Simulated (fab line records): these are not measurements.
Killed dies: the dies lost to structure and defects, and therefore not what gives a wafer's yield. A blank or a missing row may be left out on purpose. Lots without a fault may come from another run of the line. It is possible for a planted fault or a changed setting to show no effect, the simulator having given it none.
Problem report, 8D (eight disciplines) form, completed by code :: flow sky130 :: the parts of the form that need people (team, actions taken, sign-off) are left out

## 1. WHAT WENT WRONG
Wafers free of any fault read -0.8 nm (standard deviation 1.4) for VT_ADJUST_HVTR_OVL at SKY_VT_ADJUST_HVTR_OVL_MEAS_08, against a mean of -108.2 nm on 6 wafers of 2 lots. That puts it -77 standard deviations away from the usual mean.
First seen on wafer L415.4, day 12 00:32, on overlay-02. The record holds 33 wafers of 11 lots with a number at this step. Rule for "out" (also "out of limits"): further than 4 standard deviations from the usual mean. Any other wafer with a number is counted as sound.

## 2. WHAT THIS IS AND IS NOT
question: which readings at this step
is: VT_ADJUST_HVTR_OVL
is not: -

question: which lots
is: L415, L417
is not: L407, L408, L409, L414, L419, L423, L426, L428, L429

question: which wafers of those lots
is: all that have a number
is not: -

question: read on which gauges
is: overlay-01, overlay-02
is not: -

question: when
is: from day 12 00:32
is not: up to then (12 sound wafers); but 15 sound wafers of L419, L423, L426, L428, L429 came after

## 3. WHAT RULES OUT EACH SUSPECT
Counting: a tool at a process step up to the reading stays a suspect if it ran every lot that is out and no sound lot after the first of them.
- the gauge at SKY_VT_ADJUST_HVTR_OVL_MEAS_08 is ruled out. 2 gauges (overlay-01, overlay-02) read the wafers that are out.
- ilineStepper-02 at SKY_VT_ADJUST_HVTR_EXPOSE_04 (exposes mask HVTRM, target cd 380 nm): kept. All lots that are out passed through it, beginning with L415 at day 11 12:29, and no sound lot followed; its final sound lot before that point was L414 at day 11 03:46.
Remaining after the count: ilineStepper-02 at SKY_VT_ADJUST_HVTR_EXPOSE_04.

## 4. THE CAUSE (what the simulator had put in)
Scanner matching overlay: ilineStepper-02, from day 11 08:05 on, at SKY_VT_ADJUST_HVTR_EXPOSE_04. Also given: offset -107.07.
This tool alone remained once counting was done.

## 5. SEQUENCE OF EFFECTS, ordered by route
Each row: a reading where the mean over the struck wafers with a number is more than 3 standard deviations away from the usual. Only readings for which the record gives a usual standard deviation are gone through. hours: the time from each lot's start at the first step in this table that gives one to its start at this step, as a median over the lots. sigmas: the change in usual standard deviations.
hours: 0
step: SKY_VT_ADJUST_HVTR_OVL_MEAS_08
reading: VT_ADJUST_HVTR_OVL
usual: -0.8 nm
on struck wafers: -108.2
change: -107.4
sigmas: -77
Later measuring or inspecting steps at which every struck wafer that the step has a row for has a number for every such reading, and none has moved that far: SKY_SONOS_TUNNEL_CD_MEAS_07.

## 6. WHAT WOULD HAVE CAUGHT IT SOONER
The first out-of-limits reading at a measuring or inspecting step in this record came at day 12 00:32, 16 hours after the fault's start at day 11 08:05.
By day 12 00:32 the whole set of lots that are out, 2 in number, had already begun SKY_VT_ADJUST_HVTR_EXPOSE_04 on ilineStepper-02. Tool hold at that time: it would have spared none of them.
